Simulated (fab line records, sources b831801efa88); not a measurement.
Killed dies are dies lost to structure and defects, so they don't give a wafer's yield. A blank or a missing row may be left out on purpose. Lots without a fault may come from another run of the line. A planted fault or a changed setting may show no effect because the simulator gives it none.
Tool commonality check | flow gf180mcu | 13 lots, 39 wafers sampled

WHY IT WAS OPENED
At GF_HV_LDD_RS_MEAS_53 the reading HV_LDD_RS is flagged on 2 of 13 lots. Wafers without a fault read 418.4 ohm/sq, standard deviation 1.1.
Rule: a lot is flagged when every wafer of it that has a number lies more than 4 standard deviations from that mean, or none has a number. The other lots count as sound.

lot  | measured     | on            | HV_LDD_RS (ohm/sq), wafer by wafer | flag
L972 | day 12 17:53 | film_metro-03 | 416.4 417.1 417.1                  |
L973 | day 12 23:08 | film_metro-01 | 419.7 419.3 420.2                  |
L974 | day 13 04:37 | film_metro-01 | 418.3 419.3 419.5                  |
L975 | day 13 22:50 | film_metro-01 | 421.4 420.5 421.2                  |
L976 | day 14 04:52 | film_metro-02 | 416.9 417.3 416.8                  |
L977 | day 14 15:11 | film_metro-03 | 416.8 416.7 415.4                  |
L978 | day 15 01:54 | film_metro-03 | 418.6 418.9 418.7                  |
L986 | day 17 14:42 | film_metro-01 | 418.0 417.6 418.6                  |
L987 | day 17 21:53 | film_metro-02 | 374.0 374.7 373.7                  | FLAGGED
L988 | day 18 05:01 | film_metro-01 | 374.3 373.9 374.0                  | FLAGGED
L991 | day 19 08:32 | film_metro-03 | 419.1 418.6 419.6                  |
L993 | day 19 23:44 | film_metro-02 | 418.3 418.0 419.1                  |
L995 | day 20 20:38 | film_metro-01 | 418.6 419.1 417.2                  |
The numbers of the flagged lots are 374.1 ohm/sq on average: -44.3 ohm/sq against the usual, or -40 standard deviations.

WHICH TOOL RAN EACH LOT
The record holds 1 process step before the reading, out of a route of 602 steps. In each cell: the tool, then ch and the chambers that the sampled wafers went through, then the start.
lot  | flag    | GF_HV_LDD_IMPLANT_35
L972 |         | implanter-01 ch 0, day 11 20:57
L973 |         | implanter-01 ch 0, day 12 01:29
L974 |         | implanter-01 ch 0, day 12 08:32
L975 |         | implanter-02 ch 0, day 13 00:57
L976 |         | implanter-01 ch 0, day 13 08:00
L977 |         | implanter-01 ch 0, day 13 17:12
L978 |         | implanter-01 ch 0, day 14 03:53
L986 |         | implanter-04 ch 0, day 16 14:43
L987 | FLAGGED | implanter-01 ch 0, day 16 21:23
L988 | FLAGGED | implanter-01 ch 0, day 17 04:22
L991 |         | implanter-04 ch 0, day 18 08:18
L993 |         | implanter-04 ch 0, day 18 23:26
L995 |         | implanter-04 ch 0, day 19 18:43
What these steps do:
- GF_HV_LDD_IMPLANT_35
- GF_HV_LDD_RS_MEAS_53: measures by four-point-probe.

FLAGGED OVER TOTAL, TOOL BY TOOL (the gauges that took the reading come last)
step                 | tool          | lots run | flagged | share of the flagged lots | sound lots run after its first flagged lot
GF_HV_LDD_IMPLANT_35 | implanter-01  | 8        | 2       | all                       | 0
GF_HV_LDD_IMPLANT_35 | implanter-02  | 1        | 0       | none                      | -
GF_HV_LDD_IMPLANT_35 | implanter-04  | 4        | 0       | none                      | -
GF_HV_LDD_RS_MEAS_53 | film_metro-01 | 6        | 1       | some                      | 1 (L995)
GF_HV_LDD_RS_MEAS_53 | film_metro-02 | 3        | 1       | some                      | 1 (L993)
GF_HV_LDD_RS_MEAS_53 | film_metro-03 | 4        | 0       | none                      | -

WHAT THE TABLE ALLOWS
1 row of the table ran every flagged lot: implanter-01 at GF_HV_LDD_IMPLANT_35.
- implanter-01 at GF_HV_LDD_IMPLANT_35: 2 of its 8 lots flagged. Its last sound lot is L978 (day 14 03:53), its first flagged lot L987 (day 16 21:23): a fault that began between those two fits. Its own readings lie more than 4 standard deviations out on every wafer of the flagged lots: tilt_deg.
One tool is left: implanter-01 at GF_HV_LDD_IMPLANT_35.

WHAT THE SIMULATOR HAD PUT IN
Process parameter drift: implanter-01, from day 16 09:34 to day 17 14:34, at GF_HV_LDD_IMPLANT_35. Setting tilt_deg, moved by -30, from 30. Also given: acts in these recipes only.
Lots struck among those shown: L987, L988. The rule above found the same.
